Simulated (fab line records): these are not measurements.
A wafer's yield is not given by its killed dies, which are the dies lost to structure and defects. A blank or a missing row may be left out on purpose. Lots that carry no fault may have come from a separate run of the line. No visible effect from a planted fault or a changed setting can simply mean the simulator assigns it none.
The tool behind it: which one? -- flow sky130 -- 11 lots with 33 wafers sampled at 6 steps, on a route of 708 steps

== WHAT EACH GAUGE READ, for each wafer ==
SKY_SONOS_ONO_THK_MEAS_03.
lot,measured,on,SONOS_ONO_CVD_02_THK (nm)
L470,day 11 18:32,film metro-01,10.35 10.39 10.43
L471,day 12 07:05,film metro-01,10.39 10.39 10.40
L472,day 12 13:45,film metro-02,10.42 10.30 10.42
L480,day 14 15:14,film metro-02,10.39 10.44 10.48
L481,day 14 19:52,film metro-01,10.50 10.56 10.64
L485,day 16 09:07,film metro-04,10.37 10.27 10.23
L489,day 17 13:15,film metro-04,10.29 10.31 10.30
L490,day 18 11:47,film metro-01,10.57 10.51 10.51
L491,day 19 09:13,film metro-01,10.23 10.29 10.26
L492,day 19 10:34,film metro-04,10.51 10.43 10.42
L493,day 19 12:59,film metro-04,10.38 10.38 10.37

SKY_SONOS_ONO_CD_MEAS_13: the cd target is 410 nm.
lot,measured,on,cd nm (nm)
L470,day 12 19:04,cd sem-01,411.9 415.6 411.9
L471,day 13 08:53,cd sem-02,410.0 408.3 410.3
L472,day 13 14:55,cd sem-01,409.2 408.5 410.2
L480,day 15 18:23,cd sem-02,410.9 408.5 410.6
L481,day 16 01:02,cd sem-01,408.3 408.9 411.5
L485,day 17 14:38,cd sem-02,404.4 406.6 405.0
L489,day 18 21:04,cd sem-02,404.9 406.9 405.5
L490,day 19 19:13,cd sem-01,409.6 410.0 408.1
L491,day 20 16:35,cd sem-01,407.1 405.3 406.9
L492,day 20 17:33,cd sem-02,412.2 411.7 411.0
L493,day 20 20:31,cd sem-01,408.1 410.6 411.1

SKY_POLY_GATE_CD_MEAS_22.
lot,measured,on,cd nm (nm)
L470,day 16 20:41,cd sem-02,146.9 149.5 149.1
L471,day 17 14:20,cd sem-02,153.2 151.2 154.1
L472,day 17 08:47,cd sem-02,149.7 149.2 152.0
L480,day 19 21:49,cd sem-02,151.1 149.7 150.1
L481,day 20 05:29,cd sem-02,149.0 148.5 139.6
L485,day 21 19:50,cd sem-02,149.2 148.0 150.1
L489,day 23 01:06,cd sem-01,152.1 153.5 151.9
L490,day 23 22:29,cd sem-02,150.8 150.5 151.5
L491,day 24 18:41,cd sem-01,152.4 152.5 152.6
L492,day 24 20:28,cd sem-01,149.9 148.8 147.4
L493,day 24 22:41,cd sem-01,150.4 149.7 151.1

SKY_LDD_N_OVL_MEAS_07.
lot,measured,on,LDD_N_OVL (nm)
L470,day 18 02:15,overlay-01,0.4 -0.4 0.4
L471,day 18 21:01,overlay-01,2.4 0.3 1.7
L472,day 18 15:17,overlay-02,2.9 2.6 2.5
L480,day 21 03:37,overlay-01,-2.9 -3.1 -1.5
L481,day 21 12:02,overlay-01,0.3 -0.1 0.0
L485,day 23 01:58,overlay-02,2.2 2.5 1.3
L489,day 24 06:50,overlay-02,0.4 1.7 0.9
L490,day 25 03:25,overlay-02,0.8 0.1 1.5
L491,day 25 22:43,overlay-02,-0.8 -2.2 1.2
L492,day 26 01:26,overlay-02,-1.0 -0.8 0.1
L493,day 26 03:59,overlay-02,-0.2 0.4 -1.0

== TOOL THAT RAN EACH LOT (tool first, then ch and the chambers of the sampled wafers, then the start) ==
lot,SKY_POLY_GATE_ETCH_15,SKY_POLY_GATE_STRIP_18
L470,"rie diel-02 ch 1,2,3, day 16 18:05","plasma asher-03 ch 0,1, day 16 18:22"
L471,"rie diel-03 ch 0,2,3, day 17 11:26","plasma asher-02 ch 0,1, day 17 11:41"
L472,"rie diel-01 ch 0,2,3, day 17 07:02","plasma asher-03 ch 0,1, day 17 07:19"
L480,"rie diel-02 ch 0,1,3, day 19 19:35","plasma asher-03 ch 0,1, day 19 19:50"
L481,"rie diel-01 ch 0,2,3, day 20 03:44","plasma asher-02 ch 0,1, day 20 03:59"
L485,"rie diel-02 ch 1,2, day 21 18:08","plasma asher-02 ch 0,1, day 21 18:23"
L489,"rie diel-01 ch 0,1,2, day 22 22:56","plasma asher-03 ch 0,1, day 22 23:11"
L490,"rie diel-03 ch 0,3, day 23 20:47","plasma asher-02 ch 0,1, day 23 21:02"
L491,"rie diel-01 ch 1,2,3, day 24 16:59","plasma asher-04 ch 0,1, day 24 17:14"
L492,"rie diel-02 ch 0,3, day 24 18:44","plasma asher-03 ch 0,1, day 24 18:59"
L493,"rie diel-01 ch 1,2, day 24 20:56","plasma asher-04 ch 0,1, day 24 21:13"
- SKY_POLY_GATE_ETCH_15: etches BARC in N2/H2, stops on SiO2, time 118.5 s, target depth 110 nm.
- SKY_POLY_GATE_STRIP_18: strips in O2/N2.

== AS READ BY THE TOOLS THEMSELVES (means over the sampled wafers that have a number; for cases with no such wafer, the mark the record gives instead) ==
SKY_POLY_GATE_ETCH_15.
lot,tool,chamber pressure mTorr (mTorr),drypump motor current A (A),oes product au (a.u.),throttle valve pct (%)
L470,rie diel-02,29.964,5.6,0.719,13.207
L471,rie diel-03,29.996,5.8,0.717,13.219
L472,rie diel-01,30.009,5.8,0.714,13.215
L480,rie diel-02,29.996,5.5,0.719,13.210
L481,rie diel-01,29.993,5.8,0.717,13.214
L485,rie diel-02,30.010,5.9,0.717,13.205
L489,rie diel-01,29.984,5.6,0.716,13.201
L490,rie diel-03,29.999,5.5,0.720,13.213
L491,rie diel-01,30.020,5.7,0.716,13.213
L492,rie diel-02,30.009,5.4,0.716,13.201
L493,rie diel-01,30.013,5.8,0.718,13.210

SKY_POLY_GATE_STRIP_18.
lot,tool,chamber pressure mTorr (mTorr),drypump motor current A (A),oes product au (a.u.),strip time to endpoint s (s)
L470,plasma asher-03,1500.3,5.5,0.362,3.18
L471,plasma asher-02,1499.5,5.8,0.361,3.15
L472,plasma asher-03,1500.4,5.5,0.360,3.14
L480,plasma asher-03,1499.9,5.5,0.359,3.17
L481,plasma asher-02,1499.3,5.8,0.353,2.97
L485,plasma asher-02,1500.0,5.5,0.361,3.12
L489,plasma asher-03,1500.1,5.9,0.363,3.18
L490,plasma asher-02,1499.8,5.8,0.361,3.17
L491,plasma asher-04,1501.0,5.7,0.359,3.14
L492,plasma asher-03,1499.7,5.9,0.362,3.20
L493,plasma asher-04,1501.9,5.7,0.365,3.12

== THE ANSWER, worked out from the rows above alone ==
Rule: the lots themselves supply what counts as usual. The widest of any qualifying gaps counts: lots, ordered by their means at a reading, are off when they make up no more than a third of the lots, leave a main group of 4 or more, and stand apart from it by 3 or more times the standard deviation of that group's means. If all means in a main group match to the digits the tables above print for the reading, that group is not used. A lot without any number at a reading at which 4 lots or more have one is off too. Any other lot the step has rows for is counted as sound. The gauges are gone through in route order, then the tools' own readings, and for those a lot's mean is taken as printed above. At the first step where some lot is off, the reading lying furthest off is the one used; lots without a number count as furthest.
Off, at SKY_POLY_GATE_STRIP_18 on strip time to endpoint s: L481. The main group: mean 3.16 s, standard deviation 0.026.
A tool fits if, at that step or a process step before it, it ran every lot that is off, and no sound lot after the first of them. Of those tried, none fits.

== WHAT THE SIMULATOR HAD PUT IN ==
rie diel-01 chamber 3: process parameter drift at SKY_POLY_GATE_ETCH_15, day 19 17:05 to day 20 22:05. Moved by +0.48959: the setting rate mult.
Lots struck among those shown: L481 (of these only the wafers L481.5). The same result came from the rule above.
